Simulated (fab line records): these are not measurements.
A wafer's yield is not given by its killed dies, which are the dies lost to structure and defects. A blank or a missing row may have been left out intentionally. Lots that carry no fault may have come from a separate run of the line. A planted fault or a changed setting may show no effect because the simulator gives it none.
Chamber matching ; flow sky130 ; SKY_VIA4_CMP_02 on cmp-02 has 4 sister chambers
The step polishes SiO2. 8 wafers are shown with their chamber, then 12 later ones without.

== EACH WAFER AND ITS CHAMBER ==
wafer;chamber;motorCurrentA (A);platenRpm (rpm)
L081.4;2;9.9;60.00
L088.4;2;10.0;60.01
L088.6;0;12.7;60.03
L089.1;0;12.9;59.99
L089.2;1;12.1;59.99
L091.1;1;12.2;59.96
L091.2;3;11.4;60.01
L091.6;3;11.9;60.00

== WAFERS MISSING THEIR CHAMBER ==
wafer;motorCurrentA (A);platenRpm (rpm)
L093.1;12.2;60.05
L093.3;11.3;60.05
L093.6;12.5;60.05
L095.1;12.3;60.06
L095.4;9.8;60.02
L095.6;11.8;59.99
L094.1;9.2;59.95
L094.3;11.1;59.97
L094.5;9.7;60.04
L097.2;12.2;59.93
L097.3;13.2;60.01
L097.4;9.6;59.99

== EACH ONE'S CHAMBER ==
wafer;from the rows above;in truth
L093.1;can't be placed: 3 or 0 or 1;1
L093.3;3;3
L093.6;can't be placed: 0 or 1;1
L095.1;can't be placed: 0 or 3 or 1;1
L095.4;2;2
L095.6;can't be placed: 3 or 1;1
L094.1;2;2
L094.3;can't be placed: 3 or 1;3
L094.5;2;2
L097.2;1;1
L097.3;0;0
L097.4;2;2
Correct placement for 7 of the 12. From these rows, 5 cannot be placed; in 5 the true chamber is one of the candidates. Number placed wrongly: 0.
How it was worked out, from the rows above alone: a wafer's distance from a chamber is the root of the sum, over the readings, of the square of ((its reading less the chamber's mean) divided by the reading's scatter). The wafer belongs to the nearest chamber; if the next one is less than 2 further off, it can't be placed. The mean given for a chamber averages the wafers shown for that chamber. The scatter: take each reading less its chamber's mean, square it, sum over the shown wafers, divide by the number of wafers less the number of chambers, and take the root.
